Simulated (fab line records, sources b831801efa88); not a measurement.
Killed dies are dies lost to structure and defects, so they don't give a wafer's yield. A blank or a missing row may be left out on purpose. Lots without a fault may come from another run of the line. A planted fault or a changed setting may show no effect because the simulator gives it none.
Tool commonality check | flow sky130 | 14 lots, 42 wafers sampled

WHY IT WAS OPENED
At SKY_RES_XHIGH_TW_MEAS_09 the reading RES_XHIGH_TW is flagged on 2 of 14 lots. Wafers without a fault read 1620, standard deviation 29.
Rule: a lot is flagged when every wafer of it that has a number lies more than 4 standard deviations from that mean, or none has a number. The other lots count as sound.

lot  | measured     | on            | RES_XHIGH_TW, wafer by wafer | flag
L319 | day 26 04:43 | film_metro-04 | 1653 1654 1656               |
L322 | day 27 04:40 | film_metro-01 | 1586 1591 1587               |
L323 | day 27 10:49 | film_metro-04 | 1669 1665 1663               |
L328 | day 29 10:10 | film_metro-02 | 30 30 30                     | FLAGGED
L329 | day 30 02:59 | film_metro-02 | 30 30 30                     | FLAGGED
L332 | day 30 23:09 | film_metro-01 | 1601 1597 1600               |
L334 | day 31 14:31 | film_metro-01 | 1583 1584 1585               |
L335 | day 31 20:40 | film_metro-04 | 1654 1659 1647               |
L336 | day 32 03:43 | film_metro-01 | 1581 1581 1585               |
L337 | day 32 12:22 | film_metro-02 | 1648 1647 1647               |
L338 | day 34 13:47 | film_metro-04 | 1642 1656 1652               |
L339 | day 34 18:28 | film_metro-01 | 1591 1589 1589               |
L341 | day 34 19:07 | film_metro-02 | 1634 1632 1631               |
L340 | day 34 21:41 | film_metro-02 | 1637 1642 1640               |
The numbers of the flagged lots are 30 on average: -1590 against the usual, or -55 standard deviations.

WHICH TOOL RAN EACH LOT
The record holds 1 process step before the reading, out of a route of 708 steps. In each cell: the tool, then ch and the chambers that the sampled wafers went through, then the start.
lot  | flag    | SKY_RES_XHIGH_DEVELOP_06
L319 |         | litho_track-04 ch 0, day 26 04:19
L322 |         | litho_track-04 ch 0, day 27 04:17
L323 |         | litho_track-03 ch 0, day 27 10:25
L328 | FLAGGED | litho_track-04, day 29 09:46
L329 | FLAGGED | litho_track-02, day 30 02:35
L332 |         | litho_track-04 ch 0, day 30 22:37
L334 |         | litho_track-03 ch 0, day 31 14:07
L335 |         | litho_track-03 ch 0, day 31 20:16
L336 |         | litho_track-04 ch 0, day 32 03:19
L337 |         | litho_track-04 ch 0, day 32 11:59
L338 |         | litho_track-02 ch 0, day 34 13:24
L339 |         | litho_track-04 ch 0, day 34 18:05
L341 |         | litho_track-04 ch 0, day 34 18:43
L340 |         | litho_track-02 ch 0, day 34 21:17
What these steps do:
- SKY_RES_XHIGH_DEVELOP_06: develop time 60 s.
- SKY_RES_XHIGH_TW_MEAS_09

FLAGGED OVER TOTAL, TOOL BY TOOL (the gauges that took the reading come last)
step                     | tool           | lots run | flagged | share of the flagged lots | sound lots run after its first flagged lot
SKY_RES_XHIGH_DEVELOP_06 | litho_track-02 | 3        | 1       | some                      | 2 (L338,L340)
SKY_RES_XHIGH_DEVELOP_06 | litho_track-03 | 3        | 0       | none                      | -
SKY_RES_XHIGH_DEVELOP_06 | litho_track-04 | 8        | 1       | some                      | 5 (L332,L336,L337,L339,L341)
SKY_RES_XHIGH_TW_MEAS_09 | film_metro-01  | 5        | 0       | none                      | -
SKY_RES_XHIGH_TW_MEAS_09 | film_metro-02  | 5        | 2       | all                       | 3 (L337,L341,L340)
SKY_RES_XHIGH_TW_MEAS_09 | film_metro-04  | 4        | 0       | none                      | -

WHAT THE TABLE ALLOWS
1 row of the table ran every flagged lot: film_metro-02 at SKY_RES_XHIGH_TW_MEAS_09.
- film_metro-02 at SKY_RES_XHIGH_TW_MEAS_09: 2 of its 5 lots flagged. Sound lots ran on it after the first flagged one (L337, L341, L340), which a lasting fault on the whole tool wouldn't allow.
No row of the table ran every flagged lot and no sound lot after the first.

WHAT THE SIMULATOR HAD PUT IN
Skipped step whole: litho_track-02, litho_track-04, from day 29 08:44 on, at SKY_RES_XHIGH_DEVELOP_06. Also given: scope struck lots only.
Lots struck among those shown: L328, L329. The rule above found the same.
